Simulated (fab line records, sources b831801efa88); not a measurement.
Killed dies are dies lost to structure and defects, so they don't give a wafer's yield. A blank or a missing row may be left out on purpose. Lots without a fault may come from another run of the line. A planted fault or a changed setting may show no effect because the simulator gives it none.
fab line records | flow sky130
record lots=4 wafers=12 last_day=49
route steps=708 shown VIA2@527 METAL3@532 CAPM@537 PAD_OPEN@708
lots that met no fault: from a run of the same line without faults
start_h: hours from the record's first day to the start of the lot's first wafer shown | wait_h: hours since the lot's step before | " the same as in the row above | L1.1+2: a row that stands for several wafers | - no value, or no start given | * or withheld: withheld | < > ~ a bound
route shown NAME@n: a module of which the file shows steps, and the number in the route of the first | usual: mean/standard deviation of fault-free wafers | same: alike in all rows | chamber/n: place in a boat | sites: the reading at each site | _std_site: their standard deviation | _edge_site: outer sites' mean less inner sites' | radius_mm: how far each site lies from the wafer's centre | mask NAME#n: copy n | behind: the tool/chamber that last shaped the wafer | hold: why the lot was held/for how many hours/how that ended | device: the transistor (n, p or np) that didn't switch | end of line: the same wafers' tests at the end of the route | a step without rows: its recipe alone | killed: dies lost to structure and defects at the first sort, not the wafer's yield | map: a wafer's dies, x killed, . not, _ none there
set.NAME: the setting as run; set.NAME@STEP: as run at that earlier step | model.NAME: the simulator's own value behind a step, which no gauge read
lots at some steps of the route; a table a step, a row a wafer
services: from which hour (start_h, from the record's first day; less than 0 if before it) a tool's chamber was out of use, for how many hours, and why
## steps
# step SKY_VIA2_SPUTTER_20
# recipe material=TiN target_thk_nm=20 chamber_pressure_pa=5 power_w=4000 time_s=80
# step SKY_VIA2_CVD_21
# recipe material=W target_thk_nm=420 time_s=126.4 temp_c=400 pressure_torr=40
# step SKY_VIA2_CMP_24
# recipe stop_on=SiO2 t_overpolish_s=20 down_force_psi=3.5 platen_rpm=60 target_thk_nm=0 pad_velocity_m_s=0.94248
# step SKY_METAL3_SPUTTER_00
# recipe material=Ti target_thk_nm=15 power_w=3000 time_s=10 chamber_pressure_pa=0.4
# step SKY_METAL3_SPUTTER_01
# recipe material=TiN target_thk_nm=20 power_w=6500 time_s=16.7 chamber_pressure_pa=0.4
# step SKY_METAL3_SPUTTER_02
# recipe material=AlCu target_thk_nm=735 power_w=10600 time_s=39.1 chamber_pressure_pa=0.4
# step SKY_METAL3_SPUTTER_03
# recipe material=Ti target_thk_nm=5 power_w=3000 time_s=3.3 chamber_pressure_pa=0.4
# step SKY_METAL3_SPUTTER_04
# recipe material=TiN target_thk_nm=70 power_w=6500 time_s=58.3 chamber_pressure_pa=0.4
# step SKY_CAPM_CVD_00
# recipe material=SiO2 target_thk_nm=15.5 temp_c=400 time_s=withheld rf_w=450
# step SKY_CAPM_SPUTTER_02
# recipe material=TiN target_thk_nm=200 temp_c=300 power_w=6500 time_s=166.7 chamber_pressure_pa=0.4
# usual cathode_dc_power_W=6500.0/1.1 chamber_pressure_pa=0.3999/0.00076 throttle_valve_pct=30.2/0.9
# columns lot.wafer tool chamber start_h wait_h cathode_dc_power_W chamber_pressure_pa throttle_valve_pct model.TiN_of_CAPM_SPUTTER_02.thk_nm
L262.1 pvd_sputter-04 - 939.38 0.1 6499.8 0.3997 31.3 203.1
L262.3 " - " " 6501.1 0.4007 29.7 202.6
L262.5 " - " " 6498.9 0.4008 29.6 202.3
L264.3 pvd_sputter-04 - 964.23 0.0 7322.3 0.4002 31.1 227.2
L264.4 " - " " 6499.5 0.4012 30.4 200.6
L264.6 " - " " 6499.7 0.4004 30.5 201
L266.2 pvd_sputter-04 - 976.32 0.0 7322.3 0.3997 31.0 227.5
L266.4 " - " " 6501.0 0.4000 30.8 199.8
L266.5 " - " " 7321.7 0.3991 31.2 225.2
L272.3 pvd_sputter-03 - 996.67 0.0 6500.7 0.3998 29.4 199.5
L272.4 " - " " 6497.4 0.3995 30.4 197.5
L272.6 " - " " 6498.6 0.4001 30.5 197
# step SKY_CAPM_RS_MEAS_03
# recipe thk_meas_gauge=four-point-probe reads=TiN_of_CAPM_SPUTTER_02
# usual CAPM_TIN_RS=6.90/0.073
# columns lot.wafer tool chamber start_h wait_h CAPM_TIN_RS[ohm/sq]
L262.1 film_metro-04 - 939.49 0.1 6.80
L262.3 " - " " 6.81
L262.5 " - " " 6.84
L264.3 film_metro-04 - 964.38 0.1 6.07
L264.4 " - " " 6.89
L264.6 " - " " 6.90
L266.2 film_metro-02 - 976.45 0.1 6.05
L266.4 " - " " 6.90
L266.5 " - " " 6.10
L272.3 film_metro-04 - 996.82 0.1 6.94
L272.4 " - " " 7.02
L272.6 " - " " 7.03
# step SKY_CAPM_THK_MEAS_04
# recipe thk_meas_gauge=xrf reads=TiN_of_CAPM_SPUTTER_02
# usual CAPM_TIN_THK=199.4/2.5
# columns lot.wafer tool chamber start_h wait_h CAPM_TIN_THK[nm]
L262.1 film_metro-04 - 939.61 0.1 202.9
L262.3 " - " " 202.0
L262.5 " - " " 201.6
L264.3 film_metro-04 - 964.48 0.1 224.7
L264.4 " - " " 199.4
L264.6 " - " " 198.9
L266.2 film_metro-02 - 976.56 0.1 228.1
L266.4 " - " " 199.5
L266.5 " - " " 225.5
L272.3 film_metro-04 - 996.92 0.1 198.4
L272.4 " - " " 196.5
L272.6 " - " " 196.1
# step SKY_CAPM_DEHYDRATE_05
# recipe temp_c=200 time_s=60
# step SKY_CAPM_HMDS_06
# recipe prime_time_s=60 prime_temp_c=120
# step SKY_CAPM_COAT_07
# recipe resist=NOVOLAK spin_rpm=3000 resist_thk_nm=1140
# step SKY_CAPM_SOFTBAKE_08
# recipe temp_c=90 time_s=60 resist=NOVOLAK
# step SKY_CAPM_EXPOSE_09
# recipe mask_id=CAPM na=0.6 source_shape=conventional sigma_outer=0.6 polarization=unpolarized target_cd_nm=1000 dose_mj=159
# step SKY_CAPM_PEB_10
# recipe temp_c=withheld time_s=* resist=NOVOLAK
# step SKY_CAPM_DEVELOP_11
# recipe resist=NOVOLAK developer=TMAH develop_time_s=60 dev_temp_c=23
# step SKY_CAPM_METAL_ETCH_13
# recipe target_depth_nm=220 stop_on=SiO2 chemistry=Cl2/BCl3 target=TiN pressure_mtorr=10 icp_w=900 bias_w=48.5 Cl2_flow_sccm=60 bcl3_flow_sccm=30 time_s=62.9
# usual drypump_motor_current_A=5.8/0.34 oes_product_au=0.942/0.0074 throttle_valve_pct=21.902/0.01
# columns lot.wafer tool chamber start_h wait_h drypump_motor_current_A oes_product_au rf_hours_counter_h throttle_valve_pct
L262.1 rie_metal-02 1 964.42 0.0 5.9 0.950 19 21.899
L262.3 " 0 " " 6.2 0.954 - 21.920
L262.5 " 1 " " 5.9 0.946 - 21.899
L264.3 rie_metal-04 0 988.46 0.1 6.2 1.012 - 21.862
L264.4 " 1 " " 5.3 0.938 - 21.902
L264.6 " 1 " " 5.3 0.942 - 21.884
L266.2 rie_metal-04 0 999.84 0.0 6.2 1.008 12 21.858
L266.4 " 0 " " 6.1 0.936 - 21.895
L266.5 " 0 " " 6.1 1.000 - 21.871
L272.3 rie_metal-03 0 1018.90 0.0 5.8 0.931 - 21.896
L272.4 " 1 " " 5.7 0.933 - 21.911
L272.6 " 0 " " 5.8 0.937 - 21.907
# step SKY_CAPM_STRIP_14
# recipe chemistry=O2/N2 power_w=1400 pressure_mtorr=1500 platen_temp_c=withheld o2_flow_sccm=3000 n2_flow_sccm=300 overash_fraction=0.5
# step SKY_CAPM_STRIP_15
# recipe chemistry=post_etch_residue_remover time_s=1200 temp_c=72.5
# step SKY_CAPM_CLEAN_16
# recipe chemistry=IPA time_s=180 temp_c=25
# step SKY_CAPM_CLEAN_17
# recipe chemistry=O3/DIW dry=n2_spin
# step SKY_METAL3_DEHYDRATE_05
# recipe temp_c=200 time_s=60
# step SKY_METAL3_HMDS_06
# recipe prime_time_s=60 prime_temp_c=120
# step SKY_METAL3_COAT_07
# recipe resist=BARC temp_c=withheld time_s=withheld spin_rpm=3000 resist_thk_nm=60
# step SKY_METAL3_COAT_08
# recipe resist=KrF-thick spin_rpm=3000 resist_thk_nm=1140
# step SKY_METAL3_SOFTBAKE_09
# recipe temp_c=100 time_s=90 resist=KrF-thick
# step SKY_METAL3_EXPOSE_10
# recipe mask_id=MM3 na=0.68 source_shape=annular sigma_inner=0.4 sigma_outer=0.8 target_cd_nm=300 dose_mj=28
# step SKY_METAL3_PEB_11
# recipe peb_temp_c=withheld peb_time_s=withheld resist=KrF-thick
# step SKY_METAL3_DEVELOP_12
# recipe develop_time_s=60 resist=KrF-thick dev_temp_c=21
# step SKY_METAL3_DESCUM_15
# recipe chemistry=O2 source_power_w=150 bias_power_w=0 pressure_mtorr=10 temp_c=40 time_s=8
# step SKY_METAL3_ETCH_16
# recipe chemistry=N2/H2 target=BARC ion_energy_ev=200 bias_w=100 pressure_mtorr=30 n2_flow_sccm=100 h2_flow_sccm=200 icp_w=500 stop_on=SiO2 time_s=88.2 target_depth_a=600
# step SKY_METAL3_ETCH_17
# recipe target=SiO2 stop_on=TiN chemistry=C4F8/O2/Ar source_w=1500 bias_w=1200 pressure_mtorr=40 c4f8_flow_sccm=withheld O2_flow_sccm=6 Ar_flow_sccm=300 time_s=3.9 target_depth_a=150
# step SKY_METAL3_METAL_ETCH_18
# recipe target_depth_a=8450 stop_on=SiO2 over_etch_frac=0.3 time_s=183.1 chemistry=Cl2/BCl3 resist_sidewall_deg=88 pressure_mtorr=10 icp_w=900 bias_w=48.5 Cl2_flow_sccm=60 bcl3_flow_sccm=30
# step SKY_METAL3_STRIP_20
# recipe chemistry=post_etch_residue_remover time_s=1200 temp_c=72.5
# usual bath_heat_duty_pct=14.4/1.6
# columns lot.wafer tool chamber start_h wait_h bath_heat_duty_pct model.TiN_of_CAPM_SPUTTER_02.thk_nm
L262.1 wet_bench-03 3 989.45 0.1 15.7 202.3
L262.3 " 3 " " 15.8 201.8
L262.5 " 3 " " 14.8 201.4
L264.3 wet_bench-04 3 1012.64 0.0 12.7 226.4
L264.4 " 3 " " 12.6 199.8
L264.6 " 3 " " 13.4 200.1
L266.2 wet_bench-03 2 1023.97 0.1 15.4 226.6
L266.4 " 2 " " 14.7 199
L266.5 " 2 " " 15.1 224.3
L272.3 wet_bench-04 1 1042.04 0.0 13.3 198.7
L272.4 " 1 " " 11.8 196.7
L272.6 " 1 " " 11.9 196.2
# step SKY_PAD_OPEN_PROBE_99
# usual defect_limited_yield=82.4/1.8 killed_at_M0_to_M3=44/6.4 killed_at_M4_up=3.6/2.1 killed_at_contacts=23/5.1 killed_at_front_end=15/4.3 killed_at_other=0.3/0.56 killed_dies=86/9 killed_open=47/6.4 killed_short=39/5.8
# same gross_dies=492 killed_at_back_side=0
# columns lot.wafer tool chamber start_h wait_h defect_limited_yield[%] killed_at_M0_to_M3 killed_at_M4_up killed_at_contacts killed_at_front_end killed_at_other killed_dies killed_open killed_short model.etest.tester.sort_n_pass model.etest.tester.sort_yield_pct model.etest.tester.sort_bin_5_pct model.etest.via3_chain.rc_ohm model.etest.tester.sort_bin_3_pct model.etest.cap_mim.leak_log10_a_cm2 model.etest.cap_mim.plate_ohm_sq model.etest.tester.sort_bin_8_pct
L262.1 prober-01 - 1138.57 0.1 80.3 53 3 19 22 0 97 52 45 395 80.28 12.2 9.549 0.813 -9.035 5.908 0
L262.3 prober-01 - 1138.67 0.2 81.1 50 6 20 17 0 93 50 43 399 81.1 9.35 10.67 0.4065 -8.994 5.96 0
L262.5 prober-01 - 1138.77 0.2 83.1 50 4 20 9 0 83 48 35 409 83.13 10.37 9.902 1.016 -8.828 5.966 0
L264.3 prober-01 - 1156.92 0.2 70.5 36 2 20 18 69 145 49 28 244 49.59 29.47 23.01 14.23 -4.097 5.248 5.16e-07
L264.4 prober-01 - 1156.97 0.2 81.3 40 6 23 23 0 92 56 36 400 81.3 10.77 9.571 0.813 -9.09 5.93 0
L264.6 prober-01 - 1157.07 0.2 83.9 37 1 28 12 1 79 46 32 413 83.94 7.724 9.684 0.4065 -8.95 5.93 0
L266.2 prober-02 - 1171.24 0.1 81.1 36 3 20 13 21 93 39 31 320 65.04 23.58 16.09 5.081 -4.845 5.316 2.542e-06
L266.4 prober-02 - 1171.34 0.2 82.7 44 1 27 13 0 85 56 28 407 82.72 11.38 9.752 1.626 -9.086 5.967 0
L266.5 prober-02 - 1171.39 0.2 82.9 43 2 24 15 0 84 45 38 384 78.05 15.04 11.44 1.22 -6.747 5.283 0.001435
L272.3 prober-02 - 1187.25 0.2 81.5 49 3 22 17 0 91 45 46 401 81.5 11.18 9.524 0.813 -8.808 5.97 0
L272.4 prober-02 - 1187.30 0.2 81.9 41 6 27 15 0 89 39 50 403 81.91 9.756 9.654 1.626 -8.853 6.049 0
L272.6 prober-02 - 1187.40 0.2 80.3 51 3 26 17 0 97 59 37 395 80.28 11.18 9.7 0.6098 -8.939 6.064 0
# killed by level:class
L262.1 VIA1:geometric_particle:open=15 METAL1:geometric_particle:short=8 POLY_GATE:geometric_particle:open=6 CONTACT:geometric_particle:open=6 VIA3:geometric_particle:open=6 POLY_GATE:geometric_particle:short=5 METAL2:geometric_particle:short=5 VIA2:geometric_particle:open=5
L262.3 CONTACT:geometric_particle:open=11 VIA1:geometric_particle:open=8 METAL1:geometric_particle:short=8 VIA3:geometric_particle:open=8 METAL2:geometric_particle:short=7 VIA2:geometric_particle:open=6 FIELD_ISO:geometric_particle:open=4 FIELD_ISO:geometric_particle:short=4
L262.5 VIA1:geometric_particle:open=12 CONTACT:geometric_particle:open=11 VIA1:geometric_particle:short=6 VIA3:geometric_particle:open=6 POLY_GATE:geometric_particle:short=5 METAL1:geometric_particle:short=5 METAL2:geometric_particle:short=5 VIA2:geometric_particle:open=5
L264.3 CAPM:area_etch=68 VIA1:geometric_particle:open=9 VIA2:geometric_particle:open=9 LI_CONTACT:geometric_particle:open=6 POLY_GATE:geometric_particle:short=5 VIA3:geometric_particle:open=5 FIELD_ISO:geometric_particle:open=4 CONTACT:geometric_particle:open=4
L264.4 VIA1:geometric_particle:open=14 LI_CONTACT:geometric_particle:open=8 CONTACT:geometric_particle:open=8 VIA2:geometric_particle:open=7 FIELD_ISO:geometric_particle:open=6 POLY_GATE:geometric_particle:short=5 VIA3:geometric_particle:open=5 METAL4:geometric_particle:short=4
L264.6 LI_CONTACT:geometric_particle:open=13 CONTACT:geometric_particle:open=6 VIA1:geometric_particle:open=6 METAL2:geometric_particle:short=6 VIA3:geometric_particle:open=6 FIELD_ISO:geometric_particle:open=4 LOCAL_INTERCONNECT:geometric_particle:short=4 VIA1:geometric_particle:short=4
L266.2 CAPM:area_etch=21 CONTACT:geometric_particle:open=10 METAL1:geometric_particle:short=6 VIA3:geometric_particle:open=6 FIELD_ISO:geometric_particle:short=5 VIA1:geometric_particle:open=5 VIA1:geometric_particle:short=5 METAL1:geometric_particle:open=4
L266.4 CONTACT:geometric_particle:open=13 VIA1:geometric_particle:open=12 VIA3:geometric_particle:open=8 LOCAL_INTERCONNECT:geometric_particle:short=7 VIA2:geometric_particle:open=7 FIELD_ISO:geometric_particle:open=6 VIA1:geometric_particle:short=5 CONTACT:geometric_particle:short=3
L266.5 LI_CONTACT:geometric_particle:open=10 VIA1:geometric_particle:open=8 FIELD_ISO:geometric_particle:short=6 METAL2:geometric_particle:short=6 CONTACT:geometric_particle:open=6 METAL1:geometric_particle:short=6 VIA2:geometric_particle:open=5 VIA2:geometric_particle:short=5
L272.3 VIA3:geometric_particle:open=11 CONTACT:geometric_particle:open=8 VIA1:geometric_particle:open=7 CONTACT:geometric_particle:short=7 POLY_GATE:geometric_particle:open=6 VIA3:geometric_particle:short=6 METAL1:geometric_particle:short=5 VIA2:geometric_particle:open=5
L272.4 VIA1:geometric_particle:open=8 CONTACT:geometric_particle:open=8 FIELD_ISO:geometric_particle:short=7 LI_CONTACT:geometric_particle:open=7 VIA3:geometric_particle:short=7 METAL1:geometric_particle:short=6 VIA3:geometric_particle:open=6 METAL4:geometric_particle:short=6
L272.6 CONTACT:geometric_particle:open=13 VIA1:geometric_particle:open=11 METAL1:geometric_particle:short=9 VIA3:geometric_particle:open=9 FIELD_ISO:geometric_particle:open=6 METAL2:geometric_particle:short=6 VIA2:geometric_particle:open=6 POLY_GATE:geometric_particle:open=4
# map L264.3 (x killed, . not)
__________........x._________
________.............._______
______..x..............._____
_____..x...............x.____
____x..x.....x.....x.....x___
___..............x.....x.x.__
__xx....x.x..x..x.x.....x..._
_......xx......x..x.x......x.
_x...x...x.......x..x..x..x..
_x.............x..x.....x.x.x
_...xx..x.x.xxxx.xx.xxxxxxx..
_.......xxx.xxxx.xx.x.x.x.xxx
_...xxx..x.xx.x.x...x.xxx.x..
_........x.x.xxxx...x..x.....
_....x...x....xxxxxxxx.......
__...........x..x.....x..x.x_
___..x....xxx..x.x.xx....x.__
____.x....xx..x..x.xx....x___
_____.x...xxx.x.x...xxx.x____
______.......x....x..xxx_____
________....x....xxx.._______
__________....x..x.._________
# map L266.2 (x killed, . not)
__________.........._________
________x....x...x...x_______
______.....x......x.x..x_____
_____......x.........xx..____
____...................x.x___
___.x....x.................__
__.xx..x..x.xx...xx........._
_...............x....x..x.x..
_..x.........................
_...x..........x............x
_.x........x...x....xx..x..x.
_........xx..xx.x.....x......
_.......x.......xx....x....xx
_x....x...x..xx.xx.x..x.x....
_..........x.xxx.......x.....
__.............x...xxxxx..xx_
___x..x........x..x..x....x__
____.........x.......x.xx.___
_____....................____
______.....x.x.x.x....x._____
________...x......x..._______
__________..xx...x.._________
## services
# columns tool chamber start_h hours kind
pvd_sputter-04 - 917.42 2.3 repair
wet_bench-03 - 919.38 1.9 pm
wet_bench-04 - 924.00 26.6 pm
rie_metal-04 - 956.59 0.4 repair
rie_metal-03 - 963.67 1.1 repair
rie_metal-04 0 965.27 18.7 repair
rie_metal-04 - 968.31 1.9 repair
rie_metal-04 - 974.83 5.6 repair
wet_bench-04 - 985.11 0.5 repair
rie_metal-03 - 993.61 2.8 pm
wet_bench-03 - 994.72 3.0 repair
wet_bench-03 - 1012.34 0.8 repair
rie_metal-02 0 1018.10 22.7 repair
## key
first_sign step=SKY_CAPM_SPUTTER_02 reading=cathode_dc_power_W direction=up sigmas=99+ usual=6500.0 struck=7322.1
effect step=SKY_CAPM_RS_MEAS_03 reading=CAPM_TIN_RS direction=down sigmas=11 usual=6.90 struck=6.07
effect step=SKY_CAPM_THK_MEAS_04 reading=CAPM_TIN_THK direction=up sigmas=11 usual=199.4 struck=226.1
effect step=SKY_CAPM_METAL_ETCH_13 reading=oes_product_au direction=up sigmas=8.8 usual=0.942 struck=1.007
effect step=SKY_PAD_OPEN_PROBE_99 reading=killed_at_other direction=up sigmas=30 usual=0.3 struck=30 wafers_moved=2
model_effect step=SKY_CAPM_SPUTTER_02 value=TiN_of_CAPM_SPUTTER_02.thk_nm without=201.3 struck=226.6
model_effect step=SKY_METAL3_STRIP_20 value=TiN_of_CAPM_SPUTTER_02.thk_nm without=200.5 struck=225.8
model_effect step=SKY_PAD_OPEN_PROBE_99 value=etest.tester.sort_n_pass without=414.3 struck=316
more_kills_born_at SKY_CAPM_METAL_ETCH_13@rie_metal-04=89
met_at SKY_CAPM_SPUTTER_02
struck_wafers L264.3,L266.2,L266.5
onset_between 939.38 964.23
fault kind=process_parameter_drift tool=pvd_sputter-04 chamber=- onset_h=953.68 steps=SKY_CAPM_SPUTTER_02 channel=power_w offset=* shape=step end_h=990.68 acts_in=* stated=* scope=struck_wafers_only
